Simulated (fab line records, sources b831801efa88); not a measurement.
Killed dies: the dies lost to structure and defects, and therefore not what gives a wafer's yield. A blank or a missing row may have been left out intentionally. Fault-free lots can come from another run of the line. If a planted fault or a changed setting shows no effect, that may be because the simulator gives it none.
The same fault as seen by 2 desks -- flow sky130 -- every desk sees just its own numbers, and what lay behind them comes last

TOOL OWNER'S DESK, rieDiel-02
The tool's own readings at SKY_FIELD_ISO_ETCH_15 (etches the open film in CHF3/O2, stops on Si, target depth 180 nm, time 72 s): means of the sampled wafers that have a number, for each lot that ran on this tool. Marked OUT: a lot whose mean sits more than 4 standard deviations from the usual mean, which makes it out of limits; the brackets give that distance.
Columns: A = biasW at SKY_FIELD_ISO_ETCH_15, usual 200.0 W; B = chf3FlowSccm at SKY_FIELD_ISO_ETCH_15, usual 50.01 sccm; C = drypumpMotorCurrentA at SKY_FIELD_ISO_ETCH_15, usual 5.8 A; D = oesProductAu at SKY_FIELD_ISO_ETCH_15, usual 0.942 a.u.; E = throttleValvePct at SKY_FIELD_ISO_ETCH_15, usual 8.843 %
lot,first seen here,A,B,C,D,E
L569,day 2 20:47,200.8,50.06,6.3,0.933,8.842
L573,day 3 22:19,199.3,49.99,6.4,0.928,8.843
L577,day 4 14:19,197.9,49.98,6.3,0.955,8.848
L579,day 5 00:49,197.8,50.01,6.4,0.946,8.843
This desk's finding: nothing out of limits on any of the 4 lots.

THE METROLOGY DESK
What the gauges read for every lot (on any tool): the sampled wafers with a number, averaged. Marked OUT: a lot whose mean sits more than 4 standard deviations from the usual mean, which makes it out of limits; the brackets give that distance.
Columns: A = cdNm at SKY_FIELD_ISO_CD_MEAS_13, usual 150.1 nm; B = NWELL_RS at SKY_NWELL_RS_MEAS_29, usual 624.6 ohm/sq
lot,first seen here,A,B
L566,day 2 05:33,150.2,624.5
L567,day 2 10:15,148.5,625.7
L569,day 2 20:40,150.9,624.7
L573,day 3 22:09,150.1,624.5
L577,day 4 14:13,152.1,626.6
L579,day 5 00:40,148.5,624.3
L580,day 5 07:00,150.3,621.9
L581,day 5 09:58,153.8,623.1
L584,day 6 03:18,150.5,623.9
L586,day 6 13:18,148.7,625.4
L587,day 6 18:15,146.9,624.9
L588,day 6 23:22,148.5,623.9
L589,day 7 05:22,149.8,621.9
This desk's finding: nothing out of limits on any of the 13 lots.

PUT TOGETHER
Nothing out of limits was seen by the tool owner's desk.
Nothing out of limits was seen by the metrology desk.

WHAT THE SIMULATOR PUT IN
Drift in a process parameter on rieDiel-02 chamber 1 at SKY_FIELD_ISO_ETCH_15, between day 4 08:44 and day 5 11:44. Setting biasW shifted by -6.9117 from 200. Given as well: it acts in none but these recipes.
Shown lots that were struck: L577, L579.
